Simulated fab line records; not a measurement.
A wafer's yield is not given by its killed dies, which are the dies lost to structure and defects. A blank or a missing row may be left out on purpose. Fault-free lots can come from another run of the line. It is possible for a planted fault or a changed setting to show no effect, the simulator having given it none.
The same fault as seen by 2 desks | flow gf180mcu | only its own numbers are on each desk; what lay behind them is given at the end

## FOR THE TOOL OWNER'S DESK: krf-scanner-02
The tool's own readings at GF_V1_EXPOSE_11 (exposes mask Via1, target cd 260 nm): means of the sampled wafers that have a number, for each lot that ran on this tool. A lot is out of limits, marked OUT, if its mean lies more than 4 standard deviations from the usual mean; the brackets give that distance.
Columns: A = exposure-dose-mJ-cm2 at GF_V1_EXPOSE_11, usual 37.95; B = stage-vel-mm-s at GF_V1_EXPOSE_11, usual 499.98 mm/s
lot  | first seen here | A               | B
L439 | day 19 12:44    | 37.92           | 500.07
L442 | day 20 09:35    | 37.91           | 499.78
L443 | day 21 02:10    | 35.84 (-53) OUT | 499.83
L446 | day 22 04:32    | 36.27 (-42) OUT | 500.26
L447 | day 22 20:05    | 36.65 (-33) OUT | 499.76
L452 | day 24 06:04    | 36.91 (-26) OUT | 500.16
This desk's finding: out of limits on L443, L446, L447, L452; first on L443, day 21 02:10 (exposure-dose-mJ-cm2 at GF_V1_EXPOSE_11). L439, L442 stayed within limits.

## THE METROLOGY DESK
Means of the sampled wafers that have a number, per lot and without regard to the tool the lot ran on: this is what the gauges read. A lot is out of limits, marked OUT, if its mean lies more than 4 standard deviations from the usual mean; the brackets give that distance.
Columns: A = CONTACT_W_THK at GF_CONTACT_THK_MEAS_26, usual 296 nm; B = M1_OVL at GF_M1_OVL_MEAS_15, usual -3 nm; C = V1_CVD_02_THK at GF_V1_THK_MEAS_03, usual 849 nm; D = cd-nm at GF_V1_CD_MEAS_14, usual 260.1 nm
lot  | first seen here | A   | B   | C   | D
L436 | day 16 16:53    | 297 | -2  | 847 | 260.5
L437 | day 17 06:53    | 296 | -3  | 865 | 259.8
L438 | day 17 16:06    | 298 | -8  | 850 | 259.8
L439 | day 17 23:01    | 300 | -2  | 827 | 259.2
L440 | day 18 04:00    | 294 | 0   | 847 | 260.3
L442 | day 18 20:26    | 294 | -2  | 860 | 260.3
L443 | day 19 12:26    | 294 | -6  | 840 | 250.5 (-8.0) OUT
L444 | day 19 18:27    | 294 | -5  | 861 | 259.6
L445 | day 20 03:10    | 297 | -5  | 842 | 257.9
L446 | day 20 15:01    | 297 | -11 | 850 | 253.0 (-5.9) OUT
L447 | day 21 06:51    | 293 | -1  | 851 | 255.5
L450 | day 22 06:22    | 298 | -6  | 837 | 260.3
L452 | day 22 17:43    | 297 | -2  | 843 | 256.5
This desk's finding: out of limits on L443, L446; first on L443, day 21 14:07 (cd-nm at GF_V1_CD_MEAS_14). L436, L437, L438, L439, L440, L442, L444, L445, L447, L450, L452 stayed within limits.

## PUT TOGETHER
An alarm could have come from the tool owner's desk at day 21 02:10, on L443, L446, L447, L452.
Metrology desk: alarm possible at day 21 14:07 on L443, L446.
The metrology desk holds a record of L447, L452, inside its limits.
The lots listed all ran GF_V1_EXPOSE_11 on krf-scanner-02.

## WHAT THE SIMULATOR HAD PUT IN
Drift in process parameters on krf-scanner-02 at GF_V1_EXPOSE_11, starting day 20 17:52. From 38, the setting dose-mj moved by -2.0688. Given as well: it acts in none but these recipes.
Shown lots that were struck: L443, L446, L447, L452.
Counting hours from when the fault started, the first reading out of limits came at 8 for the tool owner's desk and at 20 for the metrology desk.
